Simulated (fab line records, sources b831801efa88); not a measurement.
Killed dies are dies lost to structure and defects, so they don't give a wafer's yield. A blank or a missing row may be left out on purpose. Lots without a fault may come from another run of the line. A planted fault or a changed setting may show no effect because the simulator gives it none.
fab line records | flow sky130
record lots=12 wafers=36 last_day=50
route steps=708 shown METAL4@631 VIA4@658 PAD_OPEN@708
lots that met no fault: from a run of the same line without faults
start_h: hours from the record's first day to the start of the lot's first wafer shown | wait_h: hours since the lot's step before | " the same as in the row above | L1.1+2: a row that stands for several wafers | - no value, or no start given | * or withheld: withheld | < > ~ a bound
route shown NAME@n: a module of which the file shows steps, and the number in the route of the first | usual: mean/standard deviation of fault-free wafers | same: alike in all rows | chamber/n: place in a boat | sites: the reading at each site | _std_site: their standard deviation | _edge_site: outer sites' mean less inner sites' | radius_mm: how far each site lies from the wafer's centre | mask NAME#n: copy n | behind: the tool/chamber that last shaped the wafer | hold: why the lot was held/for how many hours/how that ended | device: the transistor (n, p or np) that didn't switch | end of line: the same wafers' tests at the end of the route | a step without rows: its recipe alone | killed: dies lost to structure and defects at the first sort, not the wafer's yield | map: a wafer's dies, x killed, . not, _ none there
set.NAME: the setting as run; set.NAME@STEP: as run at that earlier step | model.NAME: the simulator's own value behind a step, which no gauge read
steps of the route over a sample of lots; a table a step, a row a wafer
services: from which hour (start_h, from the record's first day; less than 0 if before it) a tool's chamber was out of use, for how many hours, and why
## steps
# step SKY_METAL4_DESCUM_15
# recipe chemistry=O2 source_power_w=150 bias_power_w=0 pressure_mtorr=10 temp_c=40 time_s=8
# usual drypump_motor_current_A=5.6/0.34 oes_product_au=1.005/0.01
# same time_s=8
# columns lot.wafer tool chamber start_h wait_h drypump_motor_current_A oes_product_au rf_hours_counter_h
L182.2 rie_metal-01 1 968.47 0.0 5.2 0.993 16
L182.3 " 0 " " 6.0 1.009 -
L182.4 " 1 " " 5.1 0.989 -
L183.2 rie_metal-01 0 979.12 0.0 6.1 1.008 13
L183.3 " 0 " " 6.1 1.017 -
L183.6 " 0 " " 6.1 1.010 -
L185.1 rie_metal-03 0 1001.29 0.0 5.6 1.023 23
L185.2 " 1 " " 5.8 0.998 14
L185.4 " 0 " " 5.6 1.020 -
L186.2 rie_metal-01 1 1006.57 0.0 5.2 0.994 19
L186.3 " 0 " " 6.0 1.022 -
L186.5 " 1 " " 5.1 0.993 -
L190.1 rie_metal-04 1 1031.02 0.0 5.2 1.011 8
L190.4 " 0 " " 5.8 1.013 -
L190.6 " 1 " " 5.2 1.004 -
L191.1 rie_metal-01 1 1042.37 0.0 5.1 0.995 21
L191.5 " 1 " " 5.1 0.994 -
L191.6 " 0 " " 6.0 1.009 -
L192.2 rie_metal-03 0 1045.99 0.0 5.6 1.017 27
L192.3 " 0 " " 5.6 1.012 -
L192.6 " 0 " " 5.6 1.019 -
L197.2 rie_metal-01 0 1083.42 0.0 6.0 0.989 20
L197.5 " 1 " " 5.2 0.995 -
L197.6 " 0 " " 6.0 0.988 -
L198.1 rie_metal-04 1 1084.92 0.0 5.2 1.004 11
L198.2 " 0 " " 5.8 1.010 3
L198.6 " 1 " " 5.2 1.005 -
L199.1 rie_metal-03 1 1087.77 0.0 5.8 1.000 21
L199.2 " 0 " " 5.6 1.029 30
L199.5 " 0 " " 5.6 1.030 -
L203.3 rie_metal-01 0 1111.78 0.0 6.1 1.006 -
L203.5 " 1 " " 5.1 0.992 -
L203.6 " 0 " " 6.0 1.000 -
L204.3 rie_metal-04 1 1119.83 0.0 5.2 1.000 -
L204.4 " 0 " " 5.8 1.006 -
L204.5 " 0 " " 5.8 1.010 -
# step SKY_VIA4_RS_MEAS_19
# recipe thk_meas_gauge=four-point-probe reads=W_of_VIA4_CVD_18+TiN_of_VIA4_SPUTTER_17
# usual VIA4_W_RS=0.2285/0.0021
# columns lot.wafer tool chamber start_h wait_h VIA4_W_RS[ohm/sq]
L182.2 film_metro-03 - 994.49 0.1 0.2283
L182.3 " - " " 0.2316
L182.4 " - " " 0.2285
L183.2 film_metro-01 - 1005.50 0.1 0.2302
L183.3 " - " " 0.2315
L183.6 " - " " 0.2281
L185.1 film_metro-03 - 1026.66 0.1 0.2289
L185.2 " - " " 0.2288
L185.4 " - " " 0.2276
L186.2 film_metro-03 - 1032.20 0.2 0.2285
L186.3 " - " " 0.2261
L186.5 " - " " 0.2293
L190.1 film_metro-01 - 1056.09 0.1 0.2276
L190.4 " - " " 0.2264
L190.6 " - " " 0.2277
L191.1 film_metro-01 - 1066.47 0.1 0.2274
L191.5 " - " " 0.2316
L191.6 " - " " 0.2259
L192.2 film_metro-02 - 1070.11 0.1 0.2286
L192.3 " - " " 0.2315
L192.6 " - " " 0.2289
L197.2 film_metro-02 - 1105.33 0.1 0.2305
L197.5 " - " " 0.2303
L197.6 " - " " 0.2308
L198.1 film_metro-03 - 1107.89 0.1 0.2311
L198.2 " - " " 0.2326
L198.6 " - " " 0.2311
L199.1 film_metro-03 - 1109.64 0.1 0.2270
L199.2 " - " " 0.2260
L199.5 " - " " 0.2288
L203.3 film_metro-03 - 1133.61 0.1 0.2271
L203.5 " - " " 0.2258
L203.6 " - " " 0.2271
L204.3 film_metro-03 - 1140.47 0.1 0.2232
L204.4 " - " " 0.2257
L204.5 " - " " 0.2235
# step SKY_VIA4_THK_MEAS_20
# recipe thk_meas_gauge=xrf reads=W_of_VIA4_CVD_18
# usual VIA4_W_THK=508/6.1
# columns lot.wafer tool chamber start_h wait_h VIA4_W_THK[nm]
L182.2 film_metro-03 - 994.60 0.1 507
L182.3 " - " " 504
L182.4 " - " " 507
L183.2 film_metro-01 - 1005.61 0.1 502
L183.3 " - " " 500
L183.6 " - " " 506
L185.1 film_metro-03 - 1026.78 0.1 507
L185.2 " - " " 507
L185.4 " - " " 513
L186.2 film_metro-03 - 1032.31 0.1 509
L186.3 " - " " 511
L186.5 " - " " 508
L190.1 film_metro-01 - 1056.21 0.1 507
L190.4 " - " " 509
L190.6 " - " " 506
L191.1 film_metro-01 - 1066.59 0.1 507
L191.5 " - " " 498
L191.6 " - " " 508
L192.2 film_metro-02 - 1070.22 0.1 503
L192.3 " - " " 494
L192.6 " - " " 502
L197.2 film_metro-02 - 1105.44 0.1 509
L197.5 " - " " 504
L197.6 " - " " 504
L198.1 film_metro-03 - 1108.01 0.1 507
L198.2 " - " " 503
L198.6 " - " " 508
L199.1 film_metro-03 - 1109.76 0.1 514
L199.2 " - " " 521
L199.5 " - " " 511
L203.3 film_metro-03 - 1133.71 0.1 512
L203.5 " - " " 514
L203.6 " - " " 514
L204.3 film_metro-03 - 1140.57 0.1 522
L204.4 " - " " 519
L204.5 " - " " 520
# step SKY_VIA4_CMP_21
# recipe stop_on=SiO2 t_overpolish_s=25 down_force_psi=3.5 platen_rpm=60 target_thk_nm=0 pad_velocity_m_s=0.94248
# usual motor_current_A=11.6/1.4 overpolish_run_s=24.999/0.0089 time_to_endpoint_s=119/5.6
# columns lot.wafer tool chamber start_h wait_h motor_current_A overpolish_run_s time_to_endpoint_s
L182.3 cmp-02 3 994.65 0.0 11.3 24.999 118
L182.4 " 1 " " 10.9 24.994 122
L182.2 " 2 " " 11.5 25.007 126
L183.2 cmp-02 0 1005.66 0.0 10.9 24.999 127
L183.3 " 3 " " 10.7 25.006 119
L183.6 " 0 " " 10.8 24.998 129
L185.2 cmp-02 0 1026.84 0.0 11.3 24.992 126
L185.4 " 1 " " 11.0 24.990 120
L185.1 " 3 " " 12.0 24.999 114
L186.2 cmp-01 0 1032.41 0.1 11.0 25.003 110
L186.3 " 2 " " 10.9 24.991 118
L186.5 " 0 " " 11.1 24.998 109
L190.1 cmp-01 2 1056.27 0.1 10.5 25.003 118
L190.4 " 1 " " 10.5 25.002 114
L190.6 " 3 " " 15.0 25.003 117
L191.1 cmp-01 2 1066.75 0.1 10.3 25.001 114
L191.6 " 0 " " 11.7 25.003 113
L191.5 " 1 " " 10.8 25.007 115
L192.3 cmp-02 0 1070.37 0.1 11.1 24.994 129
L192.2 " 1 " " 11.0 24.994 125
L192.6 " 2 " " 12.3 24.986 124
L197.2 cmp-02 3 1105.59 0.1 11.7 0.038 188
L197.6 " 1 " " 10.6 0.028 187
L197.5 " 2 " " 11.9 0.040 188
L198.1 cmp-02 0 1108.53 0.5 11.1 0.038 188
L198.2 " 1 " " 11.5 0.045 187
L198.6 " 3 " " 11.2 0.036 187
L199.1 cmp-01 1 1109.87 0.1 10.7 24.994 123
L199.2 " 2 " " 10.5 25.008 122
L199.5 " 1 " " 11.5 24.991 119
L203.3 cmp-01 3 1134.21 0.5 14.8 25.003 124
L203.6 " 0 " " 11.1 25.004 116
L203.5 " 1 " " 11.0 25.019 117
L204.3 cmp-01 1 1140.70 0.1 10.9 24.995 121
L204.4 " 2 " " 10.7 24.986 127
L204.5 " 0 " " 11.2 24.983 114
# step SKY_PAD_OPEN_PROBE_99
# usual defect_limited_yield=82.9/2 killed_at_M0_to_M3=43/7 killed_at_M4_up=3.0/1.9 killed_at_contacts=24/4.6 killed_at_front_end=15/4.1 killed_at_other=0.3/0.52 killed_dies=84/9.7 killed_on_rim=16/3.6 killed_open=46/6.9 killed_short=38/6.8 sort_bin_3_pad_short=0.8/0.41 sort_bin_5_function=10.2/1.5 sort_bin_6_memory=6.1/1.1 sort_n_pass=408/9.7 sort_yield_pct=82.9/2
# same gross_dies=492 killed_at_back_side=0 sort_bin_4_leakage[%]=0 sort_bin_8_speed[%]=0
# columns lot.wafer tool chamber start_h wait_h defect_limited_yield[%] killed_at_M0_to_M3 killed_at_M4_up killed_at_contacts killed_at_front_end killed_at_other killed_dies killed_on_rim killed_open killed_short sort_bin_3_pad_short[%] sort_bin_5_function[%] sort_bin_6_memory[%] sort_n_pass sort_yield_pct[%]
L190.1 prober-01 - 1120.15 0.1 84.6 41 2 21 12 0 76 13 41 35 0.4 10.0 5.1 416 84.6
L190.4 prober-01 - 1120.30 0.2 81.3 50 4 25 13 0 92 14 57 35 1.4 11.0 6.3 400 81.3
L190.6 prober-01 - 1120.40 0.2 83.3 40 3 28 11 0 82 13 49 33 0.6 8.9 7.1 410 83.3
L192.2 prober-01 - 1133.83 0.1 79.3 45 4 37 15 1 102 19 57 44 0.8 12.8 7.1 390 79.3
L192.3 prober-01 - 1133.88 0.2 81.5 48 5 20 18 0 91 21 53 37 0.6 11.2 6.7 401 81.5
L192.6 prober-01 - 1134.03 0.2 85.2 32 4 24 13 0 73 10 42 31 0.8 8.1 5.9 419 85.2
L197.2 prober-01 - 1164.33 0.1 0 40 421 22 9 0 492 96 42 32 85.2 7.9 6.9 0 0
L197.5 prober-01 - 1164.48 0.2 0 37 419 24 12 0 492 96 42 36 84.6 8.5 6.9 0 0
L197.6 prober-01 - 1164.53 0.2 0 57 400 23 12 0 492 96 43 53 81.3 13.0 5.7 0 0
L198.1 prober-02 - 1167.98 0.1 0 45 410 24 12 1 492 96 46 36 83.9 10.4 5.7 0 0
L198.2 prober-02 - 1168.03 0.1 0 53 390 33 16 0 492 96 57 48 79.7 10.2 10.2 0 0
L198.6 prober-02 - 1168.23 0.2 0 54 406 20 12 0 492 96 48 39 82.7 10.8 6.5 0 0
L199.1 prober-01 - 1169.28 0.1 81.9 47 4 27 11 0 89 18 54 35 0.8 8.9 8.3 403 81.9
L199.2 prober-01 - 1169.33 0.1 83.3 39 1 34 8 0 82 17 50 32 0.8 9.8 6.1 410 83.3
L199.5 prober-01 - 1169.48 0.2 81.3 54 1 21 15 1 92 12 50 40 0.6 11.8 6.3 400 81.3
L204.3 prober-02 - 1194.68 0.2 83.7 41 3 25 11 0 80 18 37 43 0.8 10.0 5.5 412 83.7
L204.4 prober-02 - 1194.73 0.2 82.1 40 4 30 14 0 88 18 37 51 0.8 10.2 6.9 404 82.1
L204.5 prober-02 - 1194.78 0.2 82.5 39 2 28 17 0 86 13 50 36 1.4 10.8 5.3 406 82.5
# killed by level:class
L190.1 VIA1:geometric_particle:open=11 METAL2:geometric_particle:short=8 CONTACT:geometric_particle:open=7 VIA2:geometric_particle:open=7 LOCAL_INTERCONNECT:geometric_particle:short=4 LI_CONTACT:geometric_particle:open=4 POLY_GATE:geometric_particle:open=3 LI_CONTACT:geometric_particle:short=3
L190.4 VIA1:geometric_particle:open=20 LI_CONTACT:geometric_particle:open=9 VIA2:geometric_particle:open=9 CONTACT:geometric_particle:open=8 METAL1:geometric_particle:short=5 FIELD_ISO:geometric_particle:short=4 SPACER:geometric_particle:short=4 VIA3:geometric_particle:open=4
L190.6 CONTACT:geometric_particle:open=13 VIA1:geometric_particle:open=9 VIA3:geometric_particle:open=9 LI_CONTACT:geometric_particle:open=6 VIA1:geometric_particle:short=5 CONTACT:geometric_particle:short=4 LOCAL_INTERCONNECT:geometric_particle:short=4 VIA3:geometric_particle:short=4
L192.2 VIA2:geometric_particle:open=14 CONTACT:geometric_particle:open=12 LOCAL_INTERCONNECT:geometric_particle:short=7 LI_CONTACT:geometric_particle:open=7 CONTACT:geometric_particle:short=7 FIELD_ISO:geometric_particle:open=6 METAL1:geometric_particle:short=6 VIA1:geometric_particle:open=6
L192.3 METAL2:geometric_particle:short=10 VIA2:geometric_particle:open=10 CONTACT:geometric_particle:open=9 LI_CONTACT:geometric_particle:open=7 VIA1:geometric_particle:open=6 VIA3:geometric_particle:open=6 POLY_GATE:geometric_particle:open=5 POLY_GATE:geometric_particle:short=4
L192.6 CONTACT:geometric_particle:open=10 VIA1:geometric_particle:open=7 LI_CONTACT:geometric_particle:short=6 LI_CONTACT:geometric_particle:open=5 VIA2:geometric_particle:open=5 METAL2:geometric_particle:short=5 VIA3:geometric_particle:open=4 VIA1:geometric_particle:short=4
L197.2 VIA4:area_cmp=418 CONTACT:geometric_particle:open=12 VIA1:geometric_particle:open=6 METAL2:geometric_particle:short=6 VIA2:geometric_particle:open=5 VIA3:geometric_particle:open=5 FIELD_ISO:geometric_particle:open=4 LI_CONTACT:geometric_particle:open=4
L197.5 VIA4:area_cmp=414 CONTACT:geometric_particle:open=11 VIA1:geometric_particle:open=7 CONTACT:geometric_particle:short=6 METAL1:geometric_particle:short=6 VIA2:geometric_particle:open=6 VIA3:geometric_particle:open=6 POLY_GATE:geometric_particle:open=5
L197.6 VIA4:area_cmp=396 VIA1:geometric_particle:open=10 CONTACT:geometric_particle:open=8 VIA3:geometric_particle:open=8 METAL2:geometric_particle:short=7 METAL3:geometric_particle:short=6 LI_CONTACT:geometric_particle:open=5 CONTACT:geometric_particle:short=5
L198.1 VIA4:area_cmp=407 CONTACT:geometric_particle:open=10 VIA2:geometric_particle:open=10 VIA1:geometric_particle:open=9 VIA3:geometric_particle:short=7 CONTACT:geometric_particle:short=6 FIELD_ISO:geometric_particle:short=5 LI_CONTACT:geometric_particle:open=5
L198.2 VIA4:area_cmp=385 LI_CONTACT:geometric_particle:open=13 VIA1:geometric_particle:open=9 VIA3:geometric_particle:open=9 VIA2:geometric_particle:short=8 CONTACT:geometric_particle:open=7 METAL1:geometric_particle:short=6 VIA2:geometric_particle:open=6
L198.6 VIA4:area_cmp=404 VIA1:geometric_particle:open=13 VIA3:geometric_particle:open=9 LI_CONTACT:geometric_particle:open=9 VIA1:geometric_particle:short=7 CONTACT:geometric_particle:open=6 METAL1:geometric_particle:short=6 VIA2:geometric_particle:short=5
L199.1 CONTACT:geometric_particle:open=15 VIA3:geometric_particle:open=9 VIA1:geometric_particle:open=8 CONTACT:geometric_particle:short=5 LI_CONTACT:geometric_particle:open=4 VIA3:geometric_particle:short=4 VIA1:geometric_particle:short=4 VIA2:geometric_particle:short=4
L199.2 CONTACT:geometric_particle:open=18 VIA1:geometric_particle:open=14 CONTACT:geometric_particle:short=10 METAL1:geometric_particle:short=8 VIA3:geometric_particle:open=5 POLY_GATE:geometric_particle:open=4 METAL2:geometric_particle:short=4 FIELD_ISO:geometric_particle:open=2
L199.5 VIA1:geometric_particle:open=14 METAL1:geometric_particle:short=11 VIA3:geometric_particle:open=9 CONTACT:geometric_particle:open=6 LI_CONTACT:geometric_particle:open=5 FIELD_ISO:geometric_particle:open=4 POLY_GATE:geometric_particle:open=4 LOCAL_INTERCONNECT:geometric_particle:short=4
L204.3 VIA1:geometric_particle:open=11 CONTACT:geometric_particle:short=9 CONTACT:geometric_particle:open=8 METAL2:geometric_particle:short=5 POLY_GATE:geometric_particle:open=4 METAL1:geometric_particle:short=4 VIA1:geometric_particle:short=4 VIA2:geometric_particle:short=4
L204.4 CONTACT:geometric_particle:open=10 CONTACT:geometric_particle:short=9 VIA1:geometric_particle:short=9 VIA1:geometric_particle:open=7 METAL2:geometric_particle:short=7 LI_CONTACT:geometric_particle:open=6 POLY_GATE:geometric_particle:short=5 LOCAL_INTERCONNECT:geometric_particle:short=4
L204.5 CONTACT:geometric_particle:open=12 LI_CONTACT:geometric_particle:open=7 VIA1:geometric_particle:open=7 VIA2:geometric_particle:open=6 POLY_GATE:geometric_particle:short=5 METAL2:geometric_particle:short=5 CONTACT:geometric_particle:short=5 FIELD_ISO:geometric_particle:open=4
## services
# columns tool chamber start_h hours kind
cmp-02 - 951.13 0.7 repair
rie_metal-04 0 960.89 - clean
rie_metal-04 0 960.89 22.9 scheduled_down
rie_metal-04 0 960.89 22.9 vent_cycle
rie_metal-03 1 971.58 15.1 repair
rie_metal-04 - 975.46 55.4 repair
cmp-02 - 989.56 0.9 repair
cmp-02 - 1048.19 5.5 pm
cmp-01 - 1060.54 0.8 repair
cmp-02 - 1084.19 4.0 pm
cmp-02 - 1088.19 - consumable_replace:conditioner
cmp-02 - 1088.19 - consumable_replace:pad
cmp-01 - 1089.70 19.4 repair
cmp-01 - 1098.75 1.9 repair
rie_metal-03 0 1112.81 - clean
rie_metal-03 0 1112.81 18.1 scheduled_down
rie_metal-03 0 1112.81 18.1 vent_cycle
cmp-01 - 1127.87 3.1 repair
## key
first_sign step=SKY_VIA4_CMP_21 reading=overpolish_run_s direction=down sigmas=99+ usual=24.999 struck=0.038
effect step=SKY_VIA4_CMP_21 reading=time_to_endpoint_s direction=up sigmas=12 usual=* struck=*
effect step=SKY_PAD_OPEN_PROBE_99 reading=killed_at_M4_up direction=up sigmas=99+ usual=3.0 struck=407.7
more_kills_born_at SKY_VIA4_CMP_21@cmp-02=2424
met_at SKY_VIA4_CMP_21
struck_lots L197,L198
later_rows_left_out L197.2,L197.5,L197.6,L198.1,L198.2,L198.6
not_acting_at SKY_METAL4_DESCUM_15,SKY_VIA4_RS_MEAS_19,SKY_VIA4_THK_MEAS_20
onset_between 1070.37 1105.59
fault kind=process_parameter_drift tool=cmp-02 chamber=- onset_h=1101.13 steps=SKY_VIA4_CMP_21 channel=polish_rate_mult offset=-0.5 shape=step end_h=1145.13
# later_rows_left_out: the simulator's readings of these wafers behind a module that went badly wrong aren't trusted and aren't shown, but for the sort
